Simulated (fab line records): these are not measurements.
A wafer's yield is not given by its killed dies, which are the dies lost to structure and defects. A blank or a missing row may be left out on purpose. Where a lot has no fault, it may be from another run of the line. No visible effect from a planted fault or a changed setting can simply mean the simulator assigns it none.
Which tool is to blame?	flow gf180mcu	6 lots, 18 wafers sampled, at 2 steps of a route of 602

## WHAT THE GAUGES READ, wafer by wafer
GF_HV_LDD_CD_MEAS_19: the cd target is 400 nm.
lot	measured	on	cd-nm (nm)
L373	day 11 17:41	cd-sem-01	403.9 401.1 403.2
L375	day 12 07:46	cd-sem-01	400.8 400.4 399.1
L377	day 13 07:19	cd-sem-01	402.2 401.9 399.5
L379	day 13 13:38	cd-sem-02	398.4 402.1 401.7
L381	day 14 11:41	cd-sem-01	400.3 398.6 399.0
L385	day 15 13:35	cd-sem-01	399.7 399.5 403.4

## EACH LOT AND THE TOOL THAT RAN IT (in order: tool; ch and the chambers of the sampled wafers; start)
lot	GF_HV_LDD_EXPOSE_16
L373	iline-stepper-02 ch 0, day 11 08:46
L375	iline-stepper-02 ch 0, day 11 21:53
L377	iline-stepper-01 ch 0, day 12 21:16
L379	iline-stepper-02 ch 0, day 13 03:37
L381	iline-stepper-02 ch 0, day 14 01:57
L385	iline-stepper-01 ch 0, day 15 03:24
- GF_HV_LDD_EXPOSE_16: exposes mask Pplus LV AREA, target cd 400 nm.

## THE ANSWER, worked out from the rows above alone
Rule: the lots themselves supply what counts as usual. Put in order of their means at a reading, lots are off if they are a third of the lots or fewer, leave a main group of 4 or more, and stand apart from it by a gap of 3 or more times the standard deviation of the main group's means; of several such gaps the widest counts. A main group whose means are all the same, to the digits that the tables above print for the reading, isn't used. A lot without any number at a reading at which 4 lots or more have one is off too. Any other lot the step has rows for is counted as sound.
None of the lots is off at any reading shown; this tells nothing.

## WHAT WAS PUT IN BY THE SIMULATOR
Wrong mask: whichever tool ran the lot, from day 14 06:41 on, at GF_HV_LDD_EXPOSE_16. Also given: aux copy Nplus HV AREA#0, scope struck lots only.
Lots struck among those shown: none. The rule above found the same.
